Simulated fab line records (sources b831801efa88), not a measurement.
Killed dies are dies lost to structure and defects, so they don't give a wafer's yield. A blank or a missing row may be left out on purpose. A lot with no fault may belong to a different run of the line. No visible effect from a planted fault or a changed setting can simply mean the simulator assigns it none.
fab line records | flow gf180mcu
record lots=11 wafers=33 lastDay=34
route steps=602 shown V3@434
lots that met no fault: from a run of the same line without faults
startH: start of the lot's first displayed wafer, in hours after the record's first day | waitH: hours since the lot's step before | " repeats the value in the row above | L1.1+2: a row that stands for several wafers | - value missing, or start not given | * or withheld: withheld | < > ~ a bound
route shown NAME@n: NAME is a module with steps in the file, n the number in the route of the first one | usual: mean/standard deviation taken from wafers without a fault | same: alike in all rows | chamber/n: place in a boat | sites: readings site by site | _std_site: the standard deviation of these | _edge_site: outer sites' mean less inner sites' | radiusMm: for every site, how far away it sits from the centre of the wafer | mask NAME#n: copy n | behind: the tool/chamber that last shaped the wafer | hold: cause of the lot's hold/its duration in hours/its outcome | device: names the non-switching transistor (n, p or np) | end of line: tests run on the same wafers once the route is complete | step lacking rows: just its recipe | killed: the dies lost at the first sort to structure and to defects; this is not the yield of the wafer | map: per-die view of a wafer (x killed, . not killed, _ where there is no die)
set.NAME: setting as actually run; set.NAME@STEP: the setting as run at that earlier step | model.NAME: the simulator's own value behind a step, which no gauge read
route steps across a sampled set of lots; one table per step, one row per wafer
services: when a tool's chamber went out of use (startH, in hours from the record's first day, below 0 if earlier), for how many hours, and the reason
## steps
# step GF_V3_BOW_MEAS_05
# recipe mode=bow
# usual V3_BOW=118/7.9
# columns lot.wafer tool chamber startH waitH V3_BOW[um]
L797.1 filmMetro-03 - 479.38 0.2 132
L797.4 " - " " 129
L797.6 " - " " 119
L798.1 filmMetro-02 - 492.92 0.2 113
L798.2 " - " " 120
L798.4 " - " " 125
L801.2 filmMetro-04 - 518.80 0.1 122
L801.3 " - " " 129
L801.4 " - " " 121
L805.1 filmMetro-03 - 564.54 0.1 118
L805.2 " - " " 107
L805.6 " - " " 120
L807.3 filmMetro-02 - 595.82 0.2 116
L807.5 " - " " 117
L807.6 " - " " 121
L808.1 filmMetro-04 - 602.02 0.1 118
L808.4 " - " " 99
L808.6 " - " " 106
L811.2 filmMetro-04 - 605.84 0.3 127
L811.3 " - " " 128
L811.6 " - " " 137
L812.2 filmMetro-04 - 622.37 0.2 115
L812.3 " - " " 113
L812.4 " - " " 115
L815.1 filmMetro-02 - 636.50 0.2 122
L815.3 " - " " 126
L815.4 " - " " 120
L818.2 filmMetro-03 - 653.60 0.1 127
L818.3 " - " " 128
L818.5 " - " " 126
L819.1 filmMetro-04 - 662.26 0.1 117
L819.3 " - " " 117
L819.4 " - " " 120
# step GF_V3_ETCH_16
# recipe chemistry=N2/H2 targetDepthA=withheld overetchA=withheld timeS=withheld target=BARC ionEnergyEv=200 sourceW=500 biasW=100 pressureMtorr=30 n2FlowSccm=100 h2FlowSccm=200
# usual chamberPressureMTorr=29.999/0.026 drypumpMotorCurrentA=5.7/0.5 h2FlowSccm=200.0/0.56 oesProductAu=0.854/0.005 throttleValvePct=13.224/0.0085
# columns lot.wafer tool chamber startH waitH chamberPressureMTorr drypumpMotorCurrentA h2FlowSccm oesProductAu throttleValvePct
L797.1 rieDiel-04 1 503.68 0.0 30.048 6.4 199.1 0.859 13.232
L797.4 " 2 " " 29.992 5.9 201.0 0.851 13.217
L797.6 " 2 " " 30.017 5.9 200.7 0.855 13.225
L798.1 rieDiel-04 2 516.73 0.0 29.986 6.0 199.9 0.845 13.220
L798.2 " 1 " " 29.981 6.4 200.2 0.851 13.223
L798.4 " 1 " " 30.035 6.4 201.4 0.843 13.219
L801.2 rieDiel-04 2 541.60 0.0 29.976 6.0 200.0 0.861 13.221
L801.3 " 3 " " 30.030 4.9 199.9 0.854 13.223
L801.4 " 1 " " 29.962 6.4 200.0 0.857 13.222
L805.1 rieDiel-02 1 585.43 0.0 30.001 5.9 199.5 0.854 13.225
L805.2 " 3 " " 29.981 5.3 200.3 0.849 13.226
L805.6 " 3 " " 29.938 5.3 200.2 0.856 13.217
L807.3 rieDiel-03 0 617.30 0.0 29.962 5.9 200.3 0.851 13.239
L807.5 " 1 " " 30.015 5.1 199.4 0.855 13.221
L807.6 " 2 " " 30.007 5.4 200.2 0.856 13.224
L808.1 rieDiel-03 0 622.13 0.0 30.026 5.9 199.8 0.849 13.234
L808.4 " 0 " " 29.964 5.9 199.8 0.859 13.237
L808.6 " 2 " " 30.007 5.4 200.7 0.849 13.230
L811.2 rieDiel-03 2 626.52 0.0 30.020 5.4 200.2 0.861 13.227
L811.3 " 3 " " 30.024 6.3 200.2 0.855 13.224
L811.6 " 2 " " 30.057 5.4 200.2 0.856 13.228
L812.2 rieDiel-02 3 642.33 0.0 29.981 5.3 199.9 0.854 13.221
L812.3 " 2 " " 29.995 6.1 199.3 0.865 13.238
L812.4 " 0 " " 30.025 6.3 199.9 0.852 13.227
L815.1 rieDiel-03 3 656.38 0.0 29.971 6.3 200.6 0.846 13.221
L815.3 " 0 " " 29.985 5.9 200.8 0.853 13.222
L815.4 " 2 " " 30.009 5.4 200.0 0.858 13.221
L818.2 rieDiel-04 0 672.83 0.0 29.978 5.3 200.5 0.860 13.227
L818.3 " 1 " " 30.000 6.3 199.6 0.849 13.212
L818.5 " 1 " " 29.982 6.4 199.1 0.861 13.232
L819.1 rieDiel-03 0 681.05 0.0 29.995 5.8 199.4 0.857 13.222
L819.3 " 1 " " 30.026 5.1 200.8 0.847 13.238
L819.4 " 2 " " 30.022 5.4 200.0 0.856 13.231
# step GF_V3_SPUTTER_22
# recipe material=TiN targetThkNm=10 chamberPressurePa=5 powerW=4000 timeS=40
# usual throttleValvePct=30.0/0.91
# same timeS=40
# columns lot.wafer tool chamber startH waitH throttleValvePct
L797.1 pvdSputter-01 - 504.40 0.0 29.5
L797.4 " - " " 31.0
L797.6 " - " " 31.5
L798.1 pvdSputter-04 - 517.49 0.0 30.8
L798.2 " - " " 30.8
L798.4 " - " " 30.9
L801.2 pvdSputter-04 - 542.33 0.0 28.7
L801.3 " - " " 31.0
L801.4 " - " " 30.9
L805.1 pvdSputter-01 - 586.15 0.0 29.3
L805.2 " - " " 31.0
L805.6 " - " " 31.3
L807.3 pvdSputter-02 - 618.02 0.0 29.4
L807.5 " - " " 29.8
L807.6 " - " " 29.8
L808.1 pvdSputter-02 - 622.88 0.0 29.5
L808.4 " - " " 28.8
L808.6 " - " " 28.6
L811.2 pvdSputter-01 - 627.24 0.0 31.0
L811.3 " - " " 29.7
L811.6 " - " " 29.6
L812.2 pvdSputter-02 - 643.05 0.0 29.3
L812.3 " - " " 29.6
L812.4 " - " " 29.7
L815.1 pvdSputter-01 - 657.10 0.0 29.3
L815.3 " - " " 31.2
L815.4 " - " " 29.1
L818.2 pvdSputter-04 - 673.58 0.0 31.2
L818.3 " - " " 28.6
L818.5 " - " " 28.7
L819.1 pvdSputter-01 - 681.77 0.0 29.1
L819.3 " - " " 29.6
L819.4 " - " " 31.4
# step GF_V3_CVD_23
# recipe material=W targetThkNm=350 timeS=104.9 tempC=400 pressureTorr=40
# usual chamberPressureTorr=40.00/0.085 heaterPowerOuterW=521/130 heaterPowerW=832/180
# same timeS=104.9
# columns lot.wafer tool chamber startH waitH chamberPressureTorr heaterPowerOuterW heaterPowerW
L797.1 cvdW-02 1 504.44 0.0 40.04 383 652
L797.4 " 1 " " 40.16 380 643
L797.6 " 1 " " 40.22 383 643
L798.1 cvdW-02 0 517.53 0.0 40.09 545 892
L798.2 " 1 " " 39.92 378 636
L798.4 " 0 " " 40.05 558 905
L801.2 cvdW-01 0 542.41 0.1 40.06 456 682
L801.3 " 0 " " 40.06 445 702
L801.4 " 0 " " 39.84 440 702
L805.1 cvdW-02 1 586.19 0.0 39.99 364 642
L805.2 " 0 " " 39.99 546 875
L805.6 " 1 " " 39.96 379 665
L807.3 cvdW-02 0 618.10 0.1 28.70 543 885
L807.5 " 0 " " 28.68 560 919
L807.6 " 1 " " 28.63 385 657
L808.1 cvdW-02 1 622.92 0.0 28.63 372 651
L808.4 " 0 " " 28.56 557 907
L808.6 " 1 " " 28.72 375 653
L811.2 cvdW-01 1 627.28 0.0 39.96 735 1106
L811.3 " 1 " " 40.08 735 1117
L811.6 " 1 " " 39.97 734 1128
L812.2 cvdW-01 1 643.09 0.0 40.07 731 1112
L812.3 " 0 " " 39.97 434 698
L812.4 " 1 " " 40.11 736 1103
L815.1 cvdW-01 1 657.14 0.0 39.85 738 1149
L815.3 " 0 " " 39.90 437 698
L815.4 " 1 " " 39.84 727 1108
L818.2 cvdW-01 1 673.62 0.0 39.99 721 1118
L818.3 " 1 " " 40.00 731 1127
L818.5 " 0 " " 40.03 439 696
L819.1 cvdW-01 1 681.81 0.0 40.00 726 1145
L819.3 " 0 " " 39.98 440 697
L819.4 " 1 " " 39.96 734 1139
# step GF_V3_RS_MEAS_24
# recipe thkMeasGauge=four-point-probe reads=W_of_V3_CVD_23+TiN_of_V3_SPUTTER_22+Ti_of_V3_SPUTTER_21
# usual V3_W_RS=0.326/0.0055
# columns lot.wafer tool chamber startH waitH V3_W_RS[ohm/sq]
L797.1 filmMetro-04 - 504.55 0.1 0.321
L797.4 " - " " 0.320
L797.6 " - " " 0.316
L798.1 filmMetro-03 - 517.64 0.1 0.324
L798.2 " - " " 0.311
L798.4 " - " " 0.322
L801.2 filmMetro-04 - 542.61 0.2 0.333
L801.3 " - " " 0.328
L801.4 " - " " 0.330
L805.1 filmMetro-02 - 586.30 0.1 0.321
L805.2 " - " " 0.333
L805.6 " - " " 0.315
L807.3 filmMetro-02 - 618.21 0.1 0.394
L807.5 " - " " 0.390
L807.6 " - " " 0.380
L808.1 filmMetro-02 - 623.04 0.1 0.374
L808.4 " - " " 0.393
L808.6 " - " " 0.375
L811.2 filmMetro-02 - 627.41 0.1 0.329
L811.3 " - " " 0.330
L811.6 " - " " 0.333
L812.2 filmMetro-03 - 643.23 0.1 0.329
L812.3 " - " " 0.331
L812.4 " - " " 0.329
L815.1 filmMetro-03 - 657.25 0.1 0.325
L815.3 " - " " 0.329
L815.4 " - " " 0.327
L818.2 filmMetro-04 - 673.75 0.1 0.325
L818.3 " - " " 0.328
L818.5 " - " " 0.334
L819.1 filmMetro-04 - 681.92 0.1 0.327
L819.3 " - " " 0.328
L819.4 " - " " 0.329
# step GF_V3_THK_MEAS_25
# recipe thkMeasGauge=xrf reads=W_of_V3_CVD_23
# usual V3_W_THK=358/7
# columns lot.wafer tool chamber startH waitH V3_W_THK[nm]
L797.1 filmMetro-04 - 504.67 0.1 361
L797.4 " - " " 362
L797.6 " - " " 364
L798.1 filmMetro-03 - 517.76 0.1 361
L798.2 " - " " 373
L798.4 " - " " 360
L801.2 filmMetro-04 - 542.72 0.1 348
L801.3 " - " " 356
L801.4 " - " " 353
L805.1 filmMetro-02 - 586.42 0.1 372
L805.2 " - " " 358
L805.6 " - " " 378
L807.3 filmMetro-02 - 618.31 0.1 296
L807.5 " - " " 298
L807.6 " - " " 307
L808.1 filmMetro-02 - 623.16 0.1 312
L808.4 " - " " 296
L808.6 " - " " 311
L811.2 filmMetro-02 - 627.52 0.1 358
L811.3 " - " " 357
L811.6 " - " " 353
L812.2 filmMetro-03 - 643.34 0.1 356
L812.3 " - " " 354
L812.4 " - " " 357
L815.1 filmMetro-03 - 657.37 0.1 361
L815.3 " - " " 354
L815.4 " - " " 355
L818.2 filmMetro-04 - 673.86 0.1 356
L818.3 " - " " 356
L818.5 " - " " 345
L819.1 filmMetro-04 - 682.04 0.1 355
L819.3 " - " " 355
L819.4 " - " " 354
## services
# columns tool chamber startH hours kind
rieDiel-04 - 481.79 2.8 pm
rieDiel-02 2 506.52 4.4 repair
rieDiel-04 3 509.08 8.6 repair
pvdSputter-01 - 511.26 1.5 repair
rieDiel-02 - 514.65 2.8 pm
pvdSputter-04 - 515.99 0.7 repair
pvdSputter-02 - 521.81 5.0 repair
rieDiel-04 0 523.48 5.7 repair
cvdW-01 1 536.96 5.5 repair
cvdW-01 1 554.65 6.9 repair
rieDiel-03 3 561.84 1.8 repair
cvdW-01 - 567.73 1.3 repair
cvdW-02 0 570.76 3.4 repair
cvdW-01 0 572.22 5.7 repair
rieDiel-04 2 579.26 3.2 repair
pvdSputter-02 - 580.21 3.0 repair
rieDiel-02 2 584.24 8.5 repair
pvdSputter-02 - 597.04 2.7 repair
cvdW-02 0 600.22 2.7 repair
pvdSputter-04 - 601.19 1.1 repair
rieDiel-03 1 618.94 3.9 repair
rieDiel-04 3 644.79 5.0 repair
rieDiel-03 - 665.11 2.8 pm
cvdW-01 - 673.77 0.2 repair
## key
firstSign step=GF_V3_CVD_23 reading=chamberPressureTorr direction=down sigmas=99+ usual=40.00 struck=28.65
effect step=GF_V3_RS_MEAS_24 reading=V3_W_RS direction=up sigmas=11 usual=0.326 struck=0.384
effect step=GF_V3_THK_MEAS_25 reading=V3_W_THK direction=down sigmas=7.7 usual=358 struck=304
metAt GF_V3_CVD_23
struckLots L807,L808
notActingAt GF_V3_BOW_MEAS_05,GF_V3_ETCH_16,GF_V3_SPUTTER_22
onsetBetween 586.19 618.10
fault kind=processParameterDrift tool=cvdW-02 chamber=- onsetH=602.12 steps=GF_V3_CVD_23 channel=pressureTorr offset=-11.373 shape=step endH=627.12 actsIn=theseRecipesOnly stated=40
